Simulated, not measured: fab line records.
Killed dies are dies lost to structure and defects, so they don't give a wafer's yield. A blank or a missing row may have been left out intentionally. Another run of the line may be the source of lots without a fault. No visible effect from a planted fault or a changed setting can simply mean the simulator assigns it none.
fab line records -- flow sky130
[record] lots = 5, wafers = 15, last_day = 50
route steps=708 shown POLY_GATE@219
lots with no fault: from the same line, run without faults
start_h: hours from the record's first day to the start of the lot's first wafer shown -- wait_h: how many hours have passed since the lot's step before this one -- " identical to the entry in the row above -- L1.1+2: a single row standing in for several wafers -- - no value, or no start was given -- * or withheld: withheld -- < > ~ a bound
route shown NAME@n: NAME is a module with steps in the file, n the number in the route of the first one -- usual: mean/standard deviation taken from wafers without a fault -- same: alike in all rows -- chamber/n: place in a boat -- sites: per-site readings -- _std_site: how widely they spread, as a standard deviation -- _edge_site: the outer-site mean with the inner-site mean subtracted -- radius_mm: how far each site lies from the wafer's centre -- mask NAME#n: copy n -- behind: the tool/chamber that last shaped the wafer -- hold: cause of the lot's hold/its duration in hours/its outcome -- device: transistor that didn't switch, given as n, p or np -- end of line: the route-end tests of the same wafers -- a step without rows: its recipe alone -- killed: the dies lost at the first sort to structure and to defects; this is not the yield of the wafer -- map: the dies of a wafer, with x for killed, . for not killed, _ for no die there
set.NAME: the run value of the setting; set.NAME@STEP: its run value at that earlier step -- model.NAME: the simulator's own value behind a step, which no gauge read
a table for each step, a row for each wafer; lots at some steps of the route
services: a tool's chamber out of use, with start hour (start_h, from the record's first day; less than 0 if before it), hours out, and reason
[[steps]]
[step SKY_POLY_GATE_DEHYDRATE_05]
[recipe] temp_c = 200, time_s = 60
[step SKY_POLY_GATE_HMDS_06]
[recipe] prime_time_s = 60, prime_temp_c = 120
[step SKY_POLY_GATE_COAT_07]
[recipe] resist = BARC, temp_c = withheld, time_s = withheld, spin_rpm = 3000, resist_thk_nm = 110
[step SKY_POLY_GATE_COAT_08]
[recipe] resist = KrF-thick, spin_rpm = 3000, resist_thk_nm = 450
[step SKY_POLY_GATE_SOFTBAKE_09]
[recipe] temp_c = 100, time_s = 90, resist = KrF-thick
[step SKY_POLY_GATE_EXPOSE_10]
[recipe] mask_id = P1M, na = 0.68, source_shape = conventional, sigma_outer = 0.6, target_cd_nm = 150, dose_mj = 28
[step SKY_POLY_GATE_PEB_11]
[recipe] peb_temp_c = withheld, peb_time_s = withheld, resist = KrF-thick
[step SKY_POLY_GATE_DEVELOP_12]
[recipe] develop_time_s = 60, resist = KrF-thick, dev_temp_c = 21
[step SKY_POLY_GATE_CD_MEAS_13]
[recipe] target_cd_nm = 150
[usual] cd_nm = 149.9/1.4
lot.wafer,tool,chamber,start_h,wait_h,cd_nm
L515.1,cd_sem-01,-,431.46,-,148.2
L515.2,cd_sem-01,-,431.46,-,147.3
L515.5,cd_sem-01,-,431.46,-,148.0
L516.1,cd_sem-01,-,446.46,-,148.8
L516.2,cd_sem-01,-,446.46,-,149.7
L516.4,cd_sem-01,-,446.46,-,148.6
L520.3,cd_sem-01,-,487.70,-,149.1
L520.4,cd_sem-01,-,487.70,-,148.4
L520.6,cd_sem-01,-,487.70,-,149.9
L529.1,cd_sem-01,-,565.66,-,149.6
L529.2,cd_sem-01,-,565.66,-,149.1
L529.4,cd_sem-01,-,565.66,-,149.7
L530.1,cd_sem-02,-,567.81,-,147.1
L530.3,cd_sem-02,-,567.81,-,147.9
L530.6,cd_sem-02,-,567.81,-,149.8
[step SKY_POLY_GATE_OVL_MEAS_14]
[usual] POLY_GATE_OVL = -1/7.5
lot.wafer,tool,chamber,start_h,wait_h,POLY_GATE_OVL[nm]
L515.1,overlay-01,-,431.58,0.1,1
L515.2,overlay-01,-,431.58,0.1,0
L515.5,overlay-01,-,431.58,0.1,7
L516.1,overlay-01,-,446.58,0.1,-4
L516.2,overlay-01,-,446.58,0.1,-11
L516.4,overlay-01,-,446.58,0.1,-13
L520.3,overlay-02,-,487.80,0.1,4
L520.4,overlay-02,-,487.80,0.1,-3
L520.6,overlay-02,-,487.80,0.1,1
L529.1,overlay-01,-,565.78,0.1,6
L529.2,overlay-01,-,565.78,0.1,3
L529.4,overlay-01,-,565.78,0.1,4
L530.1,overlay-02,-,567.93,0.1,-8
L530.3,overlay-02,-,567.93,0.1,-8
L530.6,overlay-02,-,567.93,0.1,-6
[step SKY_POLY_GATE_ETCH_15]
[recipe] chemistry = N2/H2, target = BARC, ion_energy_ev = 200, source_w = 500, bias_w = 100, pressure_mtorr = 30, n2_flow_sccm = 100, h2_flow_sccm = 200, stop_on = SiO2, time_s = 118.5, target_depth_a = 1100
[usual] drypump_motor_current_A = 5.9/0.6, oes_product_au = 0.716/0.0044, throttle_valve_pct = 13.212/0.01
lot.wafer,tool,chamber,start_h,wait_h,drypump_motor_current_A,oes_product_au,rf_hours_counter_h,throttle_valve_pct
L515.1,rie_diel-01,2,431.61,0.0,6.8,0.718,2,13.228
L515.2,rie_diel-01,3,431.61,0.0,5.5,0.715,85,13.216
L515.5,rie_diel-01,0,431.61,0.0,5.6,0.718,-,13.210
L516.1,rie_diel-01,3,446.62,0.0,5.6,0.721,85,13.213
L516.2,rie_diel-01,2,446.62,0.0,6.7,0.718,3,13.195
L516.4,rie_diel-01,0,446.62,0.0,5.5,0.708,13,13.209
L520.3,rie_diel-03,3,487.86,0.1,6.4,0.722,-,13.230
L520.4,rie_diel-03,1,487.86,0.1,4.9,0.713,-,13.213
L520.6,rie_diel-03,1,487.86,0.1,4.9,0.719,-,13.207
L529.1,rie_diel-01,2,565.81,0.0,6.7,0.716,5,13.204
L529.2,rie_diel-01,1,565.81,0.0,5.5,0.718,6,13.221
L529.4,rie_diel-01,3,565.81,0.0,5.6,0.719,0,13.210
L530.1,rie_diel-01,3,567.97,0.0,5.6,0.717,0,13.216
L530.3,rie_diel-01,2,567.97,0.0,6.8,0.718,5,13.222
L530.6,rie_diel-01,1,567.97,0.0,5.5,0.718,-,13.203
[step SKY_POLY_GATE_ETCH_16]
[recipe] stop_on = poly-Si, chemistry = CH3F/O2, target = Si3N4, source_w = 400, bias_w = 80, pressure_mtorr = 25, ch3f_flow_sccm = 40, O2_flow_sccm = 30, time_s = 147.5, target_depth_a = 750
[usual] O2_flow_sccm = 29.98/0.086, drypump_motor_current_A = 5.9/0.6, oes_product_au = 0.640/0.0055, throttle_valve_pct = 10.535/0.0097
lot.wafer,tool,chamber,start_h,wait_h,O2_flow_sccm,drypump_motor_current_A,oes_product_au,rf_hours_counter_h,throttle_valve_pct
L515.1,rie_diel-01,2,431.70,0.0,30.10,6.7,0.632,2,10.523
L515.2,rie_diel-01,3,431.70,0.0,29.93,5.5,0.643,85,10.547
L515.5,rie_diel-01,0,431.70,0.0,29.98,5.5,0.628,-,10.537
L516.1,rie_diel-01,3,446.70,0.0,29.97,5.5,0.635,86,10.535
L516.2,rie_diel-01,2,446.70,0.0,30.13,6.7,0.647,3,10.546
L516.4,rie_diel-01,0,446.70,0.0,30.03,5.6,0.639,13,10.530
L520.3,rie_diel-03,3,487.99,0.1,29.91,6.5,0.645,-,10.541
L520.4,rie_diel-03,1,487.99,0.1,30.07,4.9,0.643,-,10.525
L520.6,rie_diel-03,1,487.99,0.1,30.07,4.9,0.637,-,10.534
L529.1,rie_diel-01,2,565.90,0.0,29.95,6.7,0.638,5,10.535
L529.2,rie_diel-01,1,565.90,0.0,29.86,5.5,0.634,6,10.526
L529.4,rie_diel-01,3,565.90,0.0,30.02,5.5,0.634,0,10.532
L530.1,rie_diel-01,3,568.05,0.0,30.00,5.5,0.648,0,10.542
L530.3,rie_diel-01,2,568.05,0.0,29.94,6.7,0.644,5,10.532
L530.6,rie_diel-01,1,568.05,0.0,29.94,5.5,0.641,-,10.528
[step SKY_POLY_GATE_ETCH_17]
[recipe] target_depth_nm = 180, stop_on = SiO2, over_etch_frac = 0.56667, chemistry = HBr/Cl2, target = poly-Si, icp_w = 400, bias_w = 100, pressure_mtorr = 10, HBr_flow_sccm = 150, Cl2_flow_sccm = 50, time_s = 70.5
[usual] drypump_motor_current_A = 6.0/0.41, oes_product_au = 0.986/0.0062, throttle_valve_pct = 33.684/0.0094
[same] over_etch_frac = 0.56667
lot.wafer,tool,chamber,start_h,wait_h,drypump_motor_current_A,oes_product_au,rf_hours_counter_h,throttle_valve_pct,model.POLY_GATE.feature_depth_nm,model.etch.depth_nm,model.KrF-thick_of_POLY_GATE_COAT_08.thk_nm
L515.1,rie_si-02,0,431.79,0.0,6.3,0.994,20,33.675,179.5,179.5,138.2
L515.2,rie_si-02,1,431.79,0.0,5.5,0.993,0,33.674,179,179,140.2
L515.5,rie_si-02,2,431.79,0.0,6.1,0.997,-,33.679,179.4,179.4,137.6
L516.1,rie_si-01,2,446.80,0.0,6.5,0.984,4,33.686,179.4,179.4,140.8
L516.2,rie_si-01,3,446.80,0.0,5.9,0.977,14,33.680,177.8,177.8,137.3
L516.4,rie_si-01,0,446.80,0.0,5.4,0.987,2,33.687,177.5,177.5,139.5
L520.3,rie_si-01,0,488.09,0.0,5.4,0.987,3,33.689,180.4,180.4,139.9
L520.4,rie_si-01,2,488.09,0.0,6.5,0.986,4,33.676,178.8,178.8,143.4
L520.6,rie_si-01,3,488.09,0.0,5.9,0.981,-,33.700,178.8,178.8,143
L529.1,rie_si-01,2,565.99,0.0,6.5,0.798,4,33.687,131.1,131.1,166.6
L529.2,rie_si-01,1,565.99,0.0,6.6,0.987,6,33.688,180.4,180.4,140.7
L529.4,rie_si-01,2,565.99,0.0,6.5,0.817,-,33.683,131.1,131.1,167
L530.1,rie_si-02,3,568.15,0.0,5.7,0.989,2,33.678,178.8,178.8,140.8
L530.3,rie_si-02,1,568.15,0.0,5.5,0.985,1,33.705,176.9,176.9,137.5
L530.6,rie_si-02,1,568.15,0.0,5.5,0.980,-,33.684,176.4,176.4,137.7
[step SKY_POLY_GATE_STRIP_18]
[recipe] chemistry = O2/N2, power_w = 1400, pressure_mtorr = 1500, platen_temp_c = withheld, o2_flow_sccm = 3000, n2_flow_sccm = 300, overash_fraction = 0.5
[usual] drypump_motor_current_A = 5.3/0.34, oes_product_au = 0.360/0.0046, strip_time_to_endpoint_s = 3.164/0.026
lot.wafer,tool,chamber,start_h,wait_h,drypump_motor_current_A,oes_product_au,rf_hours_counter_h,strip_time_to_endpoint_s
L515.1,plasma_asher-01,1,431.85,0.0,5.1,0.368,0,3.153
L515.2,plasma_asher-01,0,431.85,0.0,5.1,0.358,0,3.154
L515.5,plasma_asher-01,0,431.85,0.0,5.1,0.364,-,3.151
L516.1,plasma_asher-01,0,446.86,0.0,5.1,0.361,1,3.179
L516.2,plasma_asher-01,1,446.86,0.0,5.0,0.365,1,3.144
L516.4,plasma_asher-01,1,446.86,0.0,5.0,0.365,-,3.140
L520.3,plasma_asher-03,1,488.18,0.1,5.3,0.365,-,3.171
L520.4,plasma_asher-03,0,488.18,0.1,6.1,0.362,-,3.198
L520.6,plasma_asher-03,0,488.18,0.1,6.1,0.361,-,3.196
L529.1,plasma_asher-03,1,566.05,0.0,5.3,0.370,88,3.483
L529.2,plasma_asher-03,0,566.05,0.0,6.1,0.356,88,3.167
L529.4,plasma_asher-03,0,566.05,0.0,6.1,0.365,-,3.448
L530.1,plasma_asher-01,0,568.21,0.0,5.1,0.352,15,3.165
L530.3,plasma_asher-01,0,568.21,0.0,5.1,0.362,-,3.142
L530.6,plasma_asher-01,0,568.21,0.0,5.1,0.358,-,3.142
[step SKY_POLY_GATE_CLEAN_19]
[recipe] chemistry = SC1/SC2, mix = 1:4:20, temp_c = 70, time_s = 150, dry = n2_spin
[[services]]
tool,chamber,start_h,hours,kind
plasma_asher-03,-,413.24,0.7,repair
rie_si-01,-,416.72,0.3,repair
plasma_asher-01,-,421.25,9.0,pm
plasma_asher-01,0,421.25,9.0,vent_cycle
plasma_asher-01,1,421.25,9.0,vent_cycle
plasma_asher-01,0,430.25,-,clean
plasma_asher-01,1,430.25,-,clean
plasma_asher-01,-,436.25,4.5,repair
rie_diel-03,2,450.81,3.1,repair
rie_si-02,2,457.19,-,clean
rie_si-02,2,457.19,32.3,scheduled_down
rie_si-02,2,457.19,32.3,vent_cycle
rie_diel-03,2,458.39,-,clean
rie_diel-03,2,458.39,32.9,scheduled_down
rie_diel-03,2,458.39,32.9,vent_cycle
plasma_asher-01,-,481.38,2.2,repair
rie_diel-03,0,486.61,7.2,repair
rie_diel-03,-,490.06,4.6,repair
rie_si-01,3,507.48,63.7,repair
rie_diel-01,3,528.63,-,clean
rie_diel-01,3,528.63,11.8,scheduled_down
rie_diel-01,3,528.63,11.8,vent_cycle
rie_diel-01,2,539.57,4.8,repair
rie_si-01,-,553.27,1.6,repair
[[key]]
[first_sign] step = SKY_POLY_GATE_ETCH_17, reading = oes_product_au, direction = down, sigmas = 29, usual = 0.986, struck = 0.807
[effect] step = SKY_POLY_GATE_STRIP_18, reading = strip_time_to_endpoint_s, direction = up, sigmas = 12, usual = *, struck = *
[model_effect] step = SKY_POLY_GATE_ETCH_17, value = POLY_GATE.feature_depth_nm, without = 179.3, struck = 131.1
met_at SKY_POLY_GATE_ETCH_17
struck_wafers L529.1,L529.4
later_rows_left_out L529.1,L529.4
sort_left_out L529.1,L529.4
tester_left_out L529
onset_between 488.09 565.99
[fault] kind = process_parameter_drift, tool = rie_si-01, chamber = 2, onset_h = 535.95, steps = SKY_POLY_GATE_ETCH_17, channel = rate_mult, offset = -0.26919, shape = step, end_h = 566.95
// tester_left_out: of these lots the tester's yield and bins aren't shown, on N5 and GAA mostly nor the transistor test; their killed dies are dies lost to structure and defects alone, not to doping, threshold or leakage, so they don't give the yield
// sort_left_out: the simulated sort isn't trusted on such a fault, so these wafers' sort isn't shown, and their yield isn't known
// later_rows_left_out: the simulator's readings of these wafers behind a module that went badly wrong aren't trusted and aren't shown, but for the sort
